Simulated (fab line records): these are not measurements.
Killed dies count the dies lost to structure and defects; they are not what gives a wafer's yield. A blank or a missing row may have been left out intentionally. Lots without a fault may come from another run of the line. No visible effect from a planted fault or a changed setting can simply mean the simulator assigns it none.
Which tool did it? || flow gf180mcu || 6 lots with 18 wafers sampled at 3 steps, on a route of 602 steps

== WHAT THE GAUGES SHOWED, per wafer ==
GF_HV_LDD_TW_MEAS_38.
{"lot": "L674", "measured": "day 11 18:43", "on": "film-metro-04", "HV_LDD_3_TW": "1432 1438 1434"}
{"lot": "L676", "measured": "day 12 12:04", "on": "film-metro-01", "HV_LDD_3_TW": "1525 1525 1519"}
{"lot": "L678", "measured": "day 13 04:50", "on": "film-metro-01", "HV_LDD_3_TW": "1426 1436 1428"}
{"lot": "L688", "measured": "day 16 22:24", "on": "film-metro-03", "HV_LDD_3_TW": "1451 1448 1459"}
{"lot": "L693", "measured": "day 18 09:25", "on": "film-metro-04", "HV_LDD_3_TW": "1424 1427 1423"}
{"lot": "L696", "measured": "day 19 03:06", "on": "film-metro-01", "HV_LDD_3_TW": "1425 1425 1423"}

== EACH LOT AND THE TOOL THAT RAN IT (in order: tool; ch and the chambers of the sampled wafers; start) ==
{"lot": "L674", "GF_HV_LDD_IMPLANT_36": "implanter-02 ch 0, day 11 18:29", "GF_HV_LDD_STRIP_37": "plasma-asher-04 ch 0,1, day 11 18:37"}
{"lot": "L676", "GF_HV_LDD_IMPLANT_36": "implanter-03 ch 0, day 12 11:31", "GF_HV_LDD_STRIP_37": "plasma-asher-01 ch 0,1, day 12 11:58"}
{"lot": "L678", "GF_HV_LDD_IMPLANT_36": "implanter-02 ch 0, day 13 04:35", "GF_HV_LDD_STRIP_37": "plasma-asher-04 ch 0,1, day 13 04:44"}
{"lot": "L688", "GF_HV_LDD_IMPLANT_36": "implanter-04 ch 0, day 16 22:10", "GF_HV_LDD_STRIP_37": "plasma-asher-01 ch 0, day 16 22:17"}
{"lot": "L693", "GF_HV_LDD_IMPLANT_36": "implanter-02 ch 0, day 18 09:10", "GF_HV_LDD_STRIP_37": "plasma-asher-02 ch 0, day 18 09:19"}
{"lot": "L696", "GF_HV_LDD_IMPLANT_36": "implanter-02 ch 0, day 19 02:52", "GF_HV_LDD_STRIP_37": "plasma-asher-04 ch 0,1, day 19 02:59"}
- GF_HV_LDD_IMPLANT_36
- GF_HV_LDD_STRIP_37: strips in O2/N2.

== THE ANSWER, worked out from the rows above alone ==
Rule: the lots themselves supply what counts as usual. Put in order of their means at a reading, lots are off if they are a third of the lots or fewer, leave a main group of 4 or more, and stand apart from it by a gap of 3 or more times the standard deviation of the main group's means; of several such gaps the widest counts. A main group whose means are all the same, to the digits that the tables above print for the reading, isn't used. Also off: a lot with no number at a reading for which 4 or more lots have one. The other lots that the step has rows for count as sound.
Off: L676, seen at GF_HV_LDD_TW_MEAS_38 (HV_LDD_3_TW). Mean 1433 and standard deviation 10 in the main group.
If a tool, at a process step before that reading, ran all the lots that are off and no sound lot after the first of them, it fits. Those tools and the gauges at GF_HV_LDD_TW_MEAS_38 are tried in the same way. One fits: GF_HV_LDD_IMPLANT_36 on implanter-03. It ran no sound lot before its first lot that is off in this sample, so the start can't be narrowed down.

== WHAT THE SIMULATOR HAD PUT IN ==
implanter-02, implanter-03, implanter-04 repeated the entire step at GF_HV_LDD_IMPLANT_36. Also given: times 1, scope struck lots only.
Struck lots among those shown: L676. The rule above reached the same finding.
